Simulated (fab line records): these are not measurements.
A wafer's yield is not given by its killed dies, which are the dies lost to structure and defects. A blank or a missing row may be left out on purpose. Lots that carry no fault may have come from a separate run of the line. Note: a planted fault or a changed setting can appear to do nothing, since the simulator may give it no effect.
The tool behind it: which one? / flow sky130 / 12 lots, 36 wafers sampled, at 4 steps of a route of 708

## WHAT THE GAUGES READ, wafer by wafer
SKY_CAP2M_THK_MEAS_04: measures by xrf.
lot=L228; measured=day 40 04:31; on=film-metro-03; CAP2M_TIN_THK (nm)=202.6 203.6 203.1
lot=L227; measured=day 40 06:38; on=film-metro-04; CAP2M_TIN_THK (nm)=201.3 201.1 199.7
lot=L234; measured=day 42 00:01; on=film-metro-03; CAP2M_TIN_THK (nm)=202.9 201.4 201.5
lot=L236; measured=day 43 00:18; on=film-metro-04; CAP2M_TIN_THK (nm)=202.7 202.0 203.2
lot=L243; measured=day 44 17:18; on=film-metro-03; CAP2M_TIN_THK (nm)=205.4 200.1 201.7
lot=L245; measured=day 44 19:16; on=film-metro-02; CAP2M_TIN_THK (nm)=206.1 205.0 203.5
lot=L247; measured=day 45 05:16; on=film-metro-03; CAP2M_TIN_THK (nm)=202.7 202.8 201.9
lot=L248; measured=day 45 12:57; on=film-metro-04; CAP2M_TIN_THK (nm)=203.3 206.9 206.6
lot=L250; measured=day 46 02:14; on=film-metro-02; CAP2M_TIN_THK (nm)=205.0 203.9 205.3

## EACH LOT AND THE TOOL THAT RAN IT (in order: tool; ch and the chambers of the sampled wafers; start)
lot=L228; SKY_VIA2_CVD_21=cvd-w-02 ch 0,1, day 36 22:06; SKY_VIA3_CMP_02=cmp-02 ch 2,3, day 39 02:51; SKY_VIA3_SPUTTER_20=pvd-sputter-03, day 40 03:23
lot=L227; SKY_VIA2_CVD_21=cvd-w-02 ch 0,1, day 37 00:17; SKY_VIA3_CMP_02=cmp-02 ch 2,3, day 39 04:21; SKY_VIA3_SPUTTER_20=pvd-sputter-01, day 40 05:26
lot=L234; SKY_VIA2_CVD_21=cvd-w-02 ch 0,1, day 38 19:52; SKY_VIA3_CMP_02=cmp-01 ch 0,2,3, day 40 21:54; SKY_VIA3_SPUTTER_20=pvd-sputter-01, day 41 22:53
lot=L236; SKY_VIA2_CVD_21=cvd-w-02 ch 1, day 39 22:57; SKY_VIA3_CMP_02=cmp-02 ch 0,1, day 42 00:19; SKY_VIA3_SPUTTER_20=pvd-sputter-03, day 42 23:10
lot=L238; SKY_VIA2_CVD_21=cvd-w-02 ch 0,1, day 40 01:07; SKY_VIA3_CMP_02=cmp-01 ch 0,2,3, day 42 02:58; SKY_VIA3_SPUTTER_20=pvd-sputter-03, day 43 01:34
lot=L239; SKY_VIA2_CVD_21=cvd-w-02 ch 0,1, day 40 07:55; SKY_VIA3_CMP_02=cmp-01 ch 1,2,3, day 42 10:35; SKY_VIA3_SPUTTER_20=pvd-sputter-03, day 43 10:25
lot=L240; SKY_VIA2_CVD_21=cvd-w-01 ch 0,1, day 40 16:06; SKY_VIA3_CMP_02=cmp-02 ch 2,3, day 42 16:28; SKY_VIA3_SPUTTER_20=pvd-sputter-04, day 43 16:25
lot=L243; SKY_VIA2_CVD_21=cvd-w-02 ch 0,1, day 41 09:58; SKY_VIA3_CMP_02=cmp-02 ch 1,2,3, day 43 16:11; SKY_VIA3_SPUTTER_20=pvd-sputter-04, day 44 16:10
lot=L245; SKY_VIA2_CVD_21=cvd-w-02 ch 0,1, day 41 16:50; SKY_VIA3_CMP_02=cmp-01 ch 0,3, day 43 18:04; SKY_VIA3_SPUTTER_20=pvd-sputter-01, day 44 18:07
lot=L247; SKY_VIA2_CVD_21=cvd-w-01 ch 0,1, day 42 05:10; SKY_VIA3_CMP_02=cmp-01 ch 0,2,3, day 44 03:27; SKY_VIA3_SPUTTER_20=pvd-sputter-04, day 45 04:07
lot=L248; SKY_VIA2_CVD_21=cvd-w-02 ch 0,1, day 42 11:28; SKY_VIA3_CMP_02=cmp-02 ch 0,2, day 44 11:11; SKY_VIA3_SPUTTER_20=pvd-sputter-03, day 45 11:40
lot=L250; SKY_VIA2_CVD_21=cvd-w-01 ch 0,1, day 43 01:23; SKY_VIA3_CMP_02=cmp-02 ch 0,2,3, day 45 01:16; SKY_VIA3_SPUTTER_20=pvd-sputter-03, day 46 01:07
- SKY_VIA2_CVD_21: deposits W, target thk 420 nm, time 126.4 s.
- SKY_VIA3_CMP_02: polishes SiO2.
- SKY_VIA3_SPUTTER_20: material TiN, target thk 20 nm, time 80 s.

## WHAT THE TOOLS THEMSELVES READ (means of the sampled wafers that have a number; where no wafer has one, the mark that the record gives instead)
SKY_VIA2_CVD_21.
lot=L228; tool=cvd-w-02; chamber-pressure-Torr (Torr)=39.99; heater-power-w (W)=732
lot=L227; tool=cvd-w-02; chamber-pressure-Torr (Torr)=40.03; heater-power-w (W)=732
lot=L234; tool=cvd-w-02; chamber-pressure-Torr (Torr)=39.96; heater-power-w (W)=726
lot=L236; tool=cvd-w-02; chamber-pressure-Torr (Torr)=39.87; heater-power-w (W)=829
lot=L238; tool=cvd-w-02; chamber-pressure-Torr (Torr)=39.90; heater-power-w (W)=739
lot=L239; tool=cvd-w-02; chamber-pressure-Torr (Torr)=40.04; heater-power-w (W)=777
lot=L240; tool=cvd-w-01; chamber-pressure-Torr (Torr)=40.05; heater-power-w (W)=818
lot=L243; tool=cvd-w-02; chamber-pressure-Torr (Torr)=40.02; heater-power-w (W)=773
lot=L245; tool=cvd-w-02; chamber-pressure-Torr (Torr)=40.01; heater-power-w (W)=788
lot=L247; tool=cvd-w-01; chamber-pressure-Torr (Torr)=40.00; heater-power-w (W)=792
lot=L248; tool=cvd-w-02; chamber-pressure-Torr (Torr)=39.98; heater-power-w (W)=779
lot=L250; tool=cvd-w-01; chamber-pressure-Torr (Torr)=39.97; heater-power-w (W)=816

SKY_VIA3_CMP_02.
lot=L228; tool=cmp-02; motor-current-A (A)=11.3
lot=L227; tool=cmp-02; motor-current-A (A)=11.1
lot=L234; tool=cmp-01; motor-current-A (A)=12.5
lot=L236; tool=cmp-02; motor-current-A (A)=13.0
lot=L238; tool=cmp-01; motor-current-A (A)=12.7
lot=L239; tool=cmp-01; motor-current-A (A)=12.4
lot=L240; tool=cmp-02; motor-current-A (A)=11.2
lot=L243; tool=cmp-02; motor-current-A (A)=12.5
lot=L245; tool=cmp-01; motor-current-A (A)=11.8
lot=L247; tool=cmp-01; motor-current-A (A)=12.2
lot=L248; tool=cmp-02; motor-current-A (A)=11.7
lot=L250; tool=cmp-02; motor-current-A (A)=11.6

SKY_VIA3_SPUTTER_20.
lot=L228; tool=pvd-sputter-03; cathode-dc-power-W (W)=4000.1; chamber-pressure-pa (Pa)=4.995; throttle-valve-pct (%)=28.9
lot=L227; tool=pvd-sputter-01; cathode-dc-power-W (W)=3999.9; chamber-pressure-pa (Pa)=4.994; throttle-valve-pct (%)=28.5
lot=L234; tool=pvd-sputter-01; cathode-dc-power-W (W)=4001.0; chamber-pressure-pa (Pa)=4.999; throttle-valve-pct (%)=28.7
lot=L236; tool=pvd-sputter-03; cathode-dc-power-W (W)=3999.9; chamber-pressure-pa (Pa)=4.992; throttle-valve-pct (%)=30.2
lot=L238; tool=pvd-sputter-03; cathode-dc-power-W (W)=-; chamber-pressure-pa (Pa)=-; throttle-valve-pct (%)=-
lot=L239; tool=pvd-sputter-03; cathode-dc-power-W (W)=-; chamber-pressure-pa (Pa)=-; throttle-valve-pct (%)=-
lot=L240; tool=pvd-sputter-04; cathode-dc-power-W (W)=-; chamber-pressure-pa (Pa)=-; throttle-valve-pct (%)=-
lot=L243; tool=pvd-sputter-04; cathode-dc-power-W (W)=4000.2; chamber-pressure-pa (Pa)=4.999; throttle-valve-pct (%)=31.2
lot=L245; tool=pvd-sputter-01; cathode-dc-power-W (W)=4000.4; chamber-pressure-pa (Pa)=5.000; throttle-valve-pct (%)=28.9
lot=L247; tool=pvd-sputter-04; cathode-dc-power-W (W)=4000.0; chamber-pressure-pa (Pa)=5.012; throttle-valve-pct (%)=31.7
lot=L248; tool=pvd-sputter-03; cathode-dc-power-W (W)=4000.4; chamber-pressure-pa (Pa)=5.001; throttle-valve-pct (%)=29.4
lot=L250; tool=pvd-sputter-03; cathode-dc-power-W (W)=3999.7; chamber-pressure-pa (Pa)=4.998; throttle-valve-pct (%)=29.8

## THE ANSWER, worked out from the rows above alone
Rule: the usual values come from the lots themselves. The widest of any qualifying gaps counts: lots, ordered by their means at a reading, are off when they make up no more than a third of the lots, leave a main group of 4 or more, and stand apart from it by 3 or more times the standard deviation of that group's means. Not used: any main group whose means are identical at the precision the tables above print for the reading. A lot without any number at a reading at which 4 lots or more have one is off too. The other lots that the step has rows for count as sound. After the gauges, taken in route order, come the tools' own readings; for these a lot's mean is taken, as printed above. The first step at which some lot is off is used, and at that step the reading that is off furthest; a lot without a number counts as furthest.
Off at SKY_VIA3_SPUTTER_20 (cathode-dc-power-W): L238, L239, L240. Without a number there: L238, L239, L240. The main group has a mean of 4000.2 W with a standard deviation of 0.36.
A tool fits if, at that step or a process step before it, it ran every lot that is off, and no sound lot after the first of them. No candidate that was tried fits.

## WHAT THE SIMULATOR HAD INSERTED
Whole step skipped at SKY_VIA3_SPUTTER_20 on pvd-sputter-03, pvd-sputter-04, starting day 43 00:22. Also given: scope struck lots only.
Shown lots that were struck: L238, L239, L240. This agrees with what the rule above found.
